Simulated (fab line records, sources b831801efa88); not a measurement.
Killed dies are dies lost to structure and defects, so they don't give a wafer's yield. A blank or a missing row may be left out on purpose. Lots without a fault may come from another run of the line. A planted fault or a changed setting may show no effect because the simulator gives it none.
Which tool did it? | flow gf180mcu | 14 lots, 42 wafers sampled, at 5 steps of a route of 602

WHAT THE GAUGES READ, wafer by wafer
GF_VT_IMPLANT_OVL_MEAS_07.
lot  | measured     | on         | VT_IMPLANT_OVL (nm)
L941 | day 6 02:02  | overlay-01 | 1.0 -0.6 -0.4
L942 | day 6 10:10  | overlay-01 | 1.2 0.7 0.4
L943 | day 6 10:27  | overlay-01 | 0.3 2.5 0.4
L944 | day 6 14:13  | overlay-02 | 1.4 -0.3 0.1
L947 | day 7 06:25  | overlay-01 | 1.6 1.4 -0.4
L948 | day 7 12:06  | overlay-02 | 0.8 2.3 2.2
L949 | day 7 15:49  | overlay-01 | 1.3 1.7 1.7
L951 | day 8 06:10  | overlay-01 | -3.1 -1.4 0.0
L958 | day 10 01:22 | overlay-02 | 1.0 1.0 0.3
L959 | day 10 04:19 | overlay-02 | -1.2 -2.4 -1.6
L960 | day 10 12:42 | overlay-02 | -1.8 1.5 -0.5
L961 | day 10 16:08 | overlay-02 | 1.4 1.5 -2.3
L962 | day 11 03:15 | overlay-01 | 0.3 0.7 0.4
L963 | day 11 05:10 | overlay-01 | 1.3 0.4 -0.2

GF_DUAL_GATE_OVL_MEAS_11.
lot  | measured     | on         | DUAL_GATE_OVL (nm)
L941 | day 8 18:48  | overlay-02 | 1.1 1.7 0.4
L942 | day 9 04:40  | overlay-02 | -1.4 -1.9 -1.2
L943 | day 9 06:02  | overlay-01 | 1.6 2.0 2.5
L944 | day 9 08:51  | overlay-02 | 0.9 1.8 -1.6
L947 | day 10 03:42 | overlay-01 | 0.9 0.0 1.8
L948 | day 10 09:57 | overlay-01 | -1.4 -1.1 0.8
L949 | day 10 14:11 | overlay-01 | - - -
L951 | day 11 05:59 | overlay-02 | - - -
L958 | day 13 08:09 | overlay-01 | 1.4 -0.6 1.5
L959 | day 13 11:25 | overlay-02 | -0.4 2.8 1.6
L960 | day 13 21:11 | overlay-02 | 0.4 2.5 0.6
L961 | day 14 02:57 | overlay-01 | 2.1 1.8 2.3
L962 | day 14 13:35 | overlay-02 | -1.1 2.3 1.3
L963 | day 14 17:02 | overlay-02 | 0.1 -0.4 0.9

GF_POLY_GATE_OVL_MEAS_11.
lot  | measured     | on         | POLY_GATE_OVL (nm)
L941 | day 9 15:22  | overlay-01 | 1 4 3
L942 | day 10 01:19 | overlay-01 | 2 7 7
L943 | day 10 01:49 | overlay-02 | 3 4 10
L944 | day 10 07:55 | overlay-01 | 1 7 11
L947 | day 11 01:25 | overlay-02 | 10 7 7
L948 | day 11 07:14 | overlay-02 | 2 7 -2
L958 | day 14 09:32 | overlay-01 | 9 11 10
L959 | day 14 11:31 | overlay-02 | 9 4 6
L960 | day 14 21:46 | overlay-01 | -4 -6 1
L961 | day 15 04:24 | overlay-01 | 4 -5 3
L962 | day 15 15:19 | overlay-01 | 4 7 8
L963 | day 15 17:19 | overlay-01 | 0 4 3

WHICH TOOL RAN EACH LOT (tool, then ch and the chambers of the sampled wafers, then the start)
lot  | GF_DNWELL_STRIP_08                  | GF_DUAL_GATE_DEVELOP_10
L941 | plasma_asher-02 ch 1, day 3 05:03   | litho_track-01 ch 0, day 8 18:39
L942 | plasma_asher-02 ch 0,1, day 3 12:23 | litho_track-03 ch 0, day 9 04:32
L943 | plasma_asher-02 ch 0,1, day 3 12:29 | litho_track-02 ch 0, day 9 05:53
L944 | plasma_asher-02 ch 0,1, day 3 15:46 | litho_track-03 ch 0, day 9 08:42
L947 | plasma_asher-02 ch 0,1, day 4 05:38 | litho_track-02 ch 0, day 10 03:35
L948 | plasma_asher-02 ch 0,1, day 4 09:49 | litho_track-02 ch 0, day 10 09:50
L949 | plasma_asher-02 ch 0, day 4 13:30   | litho_track-02 ch 0, day 10 14:04
L951 | plasma_asher-03 ch 0,1, day 5 00:30 | litho_track-02 ch 0, day 11 05:52
L958 | plasma_asher-02 ch 0,1, day 6 14:42 | litho_track-01 ch 0, day 13 08:01
L959 | plasma_asher-02 ch 0,1, day 6 17:51 | litho_track-03 ch 0, day 13 11:16
L960 | plasma_asher-03 ch 0,1, day 6 23:48 | litho_track-02 ch 0, day 13 21:02
L961 | plasma_asher-01 ch 0,1, day 7 03:54 | litho_track-03 ch 0, day 14 02:48
L962 | plasma_asher-03 ch 0,1, day 7 13:06 | litho_track-02 ch 0, day 14 13:26
L963 | plasma_asher-03 ch 0,1, day 7 15:03 | litho_track-02 ch 0, day 14 16:55
- GF_DNWELL_STRIP_08: strips in O2/N2.
- GF_DUAL_GATE_DEVELOP_10: develop time 60 s.

WHAT THE TOOLS THEMSELVES READ (means of the sampled wafers that have a number; where no wafer has one, the mark that the record gives instead)
GF_DNWELL_STRIP_08.
lot  | tool            | drypump_motor_current_A (A) | heater_power_w (W) | oes_product_au (a.u.) | strip_time_to_endpoint_s (s)
L941 | plasma_asher-02 | 5.69                        | 354                | 0.723                 | 37.22
L942 | plasma_asher-02 | 5.88                        | 332                | 0.721                 | 37.10
L943 | plasma_asher-02 | 5.89                        | 337                | 0.720                 | 36.83
L944 | plasma_asher-02 | 5.89                        | 336                | 0.720                 | 37.08
L947 | plasma_asher-02 | 5.90                        | 336                | 0.725                 | 37.06
L948 | plasma_asher-02 | 5.79                        | 349                | 0.723                 | 37.09
L949 | plasma_asher-02 | 5.97                        | 320                | 0.724                 | 37.05
L951 | plasma_asher-03 | 6.16                        | 321                | 0.727                 | 37.06
L958 | plasma_asher-02 | 5.91                        | 317                | 0.725                 | 36.95
L959 | plasma_asher-02 | 5.79                        | 331                | 0.724                 | 36.87
L960 | plasma_asher-03 | 6.33                        | 331                | 0.718                 | 36.83
L961 | plasma_asher-01 | 5.50                        | 317                | 0.725                 | 36.86
L962 | plasma_asher-03 | 6.33                        | 327                | 0.726                 | 36.98
L963 | plasma_asher-03 | 6.18                        | 328                | 0.725                 | 36.89

THE ANSWER, worked out from the rows above alone
Rule: what is usual is taken from the lots themselves. Put in order of their means at a reading, lots are off if they are a third of the lots or fewer, leave a main group of 4 or more, and stand apart from it by a gap of 3 or more times the standard deviation of the main group's means; of several such gaps the widest counts. A main group whose means are all the same, to the digits that the tables above print for the reading, isn't used. A lot without any number at a reading at which 4 lots or more have one is off too. The other lots that the step has rows for count as sound. The gauges are gone through in route order, then the tools' own readings, and for those a lot's mean is taken as printed above. The first step at which some lot is off is used, and at that step the reading that is off furthest; a lot without a number counts as furthest.
Off: L949, L951, at GF_DUAL_GATE_OVL_MEAS_11 (DUAL_GATE_OVL). Without a number there: L949, L951. The main group: mean 0.7 nm, standard deviation 0.97.
A tool fits if, at a process step before that reading, it ran every lot that is off, and no sound lot after the first of them. The gauges at GF_DUAL_GATE_OVL_MEAS_11 are tried like those tools. None of those tried fits.

WHAT THE SIMULATOR HAD PUT IN
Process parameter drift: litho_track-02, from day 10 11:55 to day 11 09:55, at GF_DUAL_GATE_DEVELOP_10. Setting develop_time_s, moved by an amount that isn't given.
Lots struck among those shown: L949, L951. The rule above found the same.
